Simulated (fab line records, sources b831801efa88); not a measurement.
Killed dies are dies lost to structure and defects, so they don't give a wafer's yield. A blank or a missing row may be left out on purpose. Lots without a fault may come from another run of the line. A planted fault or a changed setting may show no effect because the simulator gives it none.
Tool commonality check | flow gf180mcu | 12 lots, 34 wafers sampled

WHY IT WAS OPENED
At GF_V4_THK_MEAS_03 the reading V4_CVD_02_THK is flagged on 2 of 12 lots. Wafers without a fault read 853 nm, standard deviation 10.
Rule: a lot is flagged when every wafer of it that has a number lies more than 4 standard deviations from that mean, or none has a number. The other lots count as sound.

lot  | measured     | on            | V4_CVD_02_THK (nm), wafer by wafer | flag
L205 | day 24 06:45 | film_metro-02 | 847 851 861                        |
L206 | day 24 13:15 | film_metro-01 | 834 834 848                        |
L207 | day 24 20:50 | film_metro-02 | 840 847 853                        |
L208 | day 25 05:52 | film_metro-02 | 852 870 869                        |
L209 | day 25 17:14 | film_metro-02 | 849 862 867                        |
L210 | day 26 06:43 | film_metro-03 | 855 852 871                        |
L218 | day 28 08:31 | film_metro-03 | 662 660 676                        | FLAGGED
L220 | day 29 00:38 | film_metro-03 | 665 672 659                        | FLAGGED
L221 | day 29 05:02 | film_metro-01 | 848 866 855                        |
L222 | day 29 12:55 | film_metro-01 | 856 869 863                        |
L223 | day 29 20:38 | film_metro-02 | 849 867                            |
L225 | day 30 07:13 | film_metro-02 | 867 861                            |
The numbers of the flagged lots are 666 nm on average: -187 nm against the usual, or -19 standard deviations.

WHICH TOOL RAN EACH LOT
The record holds 2 process steps before the reading, out of a route of 602 steps. In each cell: the tool, then ch and the chambers that the sampled wafers went through, then the start.
lot  | flag    | GF_M4_METAL_ETCH_16               | GF_V4_CVD_02
L205 |         | rie_metal-02 ch 0,1, day 24 05:49 | pecvd-02 ch 0,2, day 24 06:40
L206 |         | rie_metal-04 ch 0,1, day 24 12:22 | pecvd-04 ch 1,2, day 24 13:10
L207 |         | rie_metal-03 ch 0,1, day 24 19:59 | pecvd-02 ch 0,1,2, day 24 20:46
L208 |         | rie_metal-02 ch 0,1, day 25 05:01 | pecvd-04 ch 0,1, day 25 05:48
L209 |         | rie_metal-03 ch 1, day 25 16:13   | pecvd-04 ch 1,2, day 25 17:10
L210 |         | rie_metal-03 ch 1, day 26 05:43   | pecvd-02 ch 1,2, day 26 06:38
L218 | FLAGGED | rie_metal-02 ch 0, day 28 07:31   | pecvd-04 ch 1,2, day 28 08:26
L220 | FLAGGED | rie_metal-02 ch 0,1, day 28 23:46 | pecvd-04 ch 0,1, day 29 00:34
L221 |         | rie_metal-02 ch 0,1, day 29 04:10 | pecvd-02 ch 0,1,2, day 29 04:58
L222 |         | rie_metal-02 ch 0,1, day 29 12:01 | pecvd-02 ch 0, day 29 12:49
L223 |         | rie_metal-04 ch 1, day 29 19:34   | pecvd-02 ch 0,1, day 29 20:31
L225 |         | rie_metal-03 ch 0,1, day 30 06:21 | pecvd-02 ch 0,2, day 30 07:09
What these steps do:
- GF_M4_METAL_ETCH_16: etches the open film in Cl2/BCl3, stops on SiO2, target depth 750.8 nm, time 125.1 s.
- GF_V4_CVD_02: deposits SiO2 from TEOS, target thk 850 nm, time 94.851 s.
- GF_V4_THK_MEAS_03

FLAGGED OVER TOTAL, TOOL BY TOOL (the gauges that took the reading come last)
step                | tool          | lots run | flagged | share of the flagged lots | sound lots run after its first flagged lot
GF_M4_METAL_ETCH_16 | rie_metal-02  | 6        | 2       | all                       | 2 (L221,L222)
GF_M4_METAL_ETCH_16 | rie_metal-03  | 4        | 0       | none                      | -
GF_M4_METAL_ETCH_16 | rie_metal-04  | 2        | 0       | none                      | -
GF_V4_CVD_02        | pecvd-02      | 7        | 0       | none                      | -
GF_V4_CVD_02        | pecvd-04      | 5        | 2       | all                       | 0
GF_V4_THK_MEAS_03   | film_metro-01 | 3        | 0       | none                      | -
GF_V4_THK_MEAS_03   | film_metro-02 | 6        | 0       | none                      | -
GF_V4_THK_MEAS_03   | film_metro-03 | 3        | 2       | all                       | 0

WHAT THE TABLE ALLOWS
3 rows of the table ran every flagged lot: rie_metal-02 at GF_M4_METAL_ETCH_16, pecvd-04 at GF_V4_CVD_02, film_metro-03 at GF_V4_THK_MEAS_03.
- rie_metal-02 at GF_M4_METAL_ETCH_16: 2 of its 6 lots flagged. Sound lots ran on it after the first flagged one (L221, L222), which a lasting fault on the whole tool wouldn't allow.
- pecvd-04 at GF_V4_CVD_02: 2 of its 5 lots flagged. Its last sound lot is L209 (day 25 17:10), its first flagged lot L218 (day 28 08:26): a fault that began between those two fits.
- film_metro-03 at GF_V4_THK_MEAS_03: 2 of its 3 lots flagged. Its last sound lot is L210 (day 26 06:43), its first flagged lot L218 (day 28 08:31): a fault that began between those two fits.
Counting lots can't tell these 2 tools apart, because each fits a fault that began at some hour. More lots, or a look at what each step does to the wafer, might.

WHAT THE SIMULATOR HAD PUT IN
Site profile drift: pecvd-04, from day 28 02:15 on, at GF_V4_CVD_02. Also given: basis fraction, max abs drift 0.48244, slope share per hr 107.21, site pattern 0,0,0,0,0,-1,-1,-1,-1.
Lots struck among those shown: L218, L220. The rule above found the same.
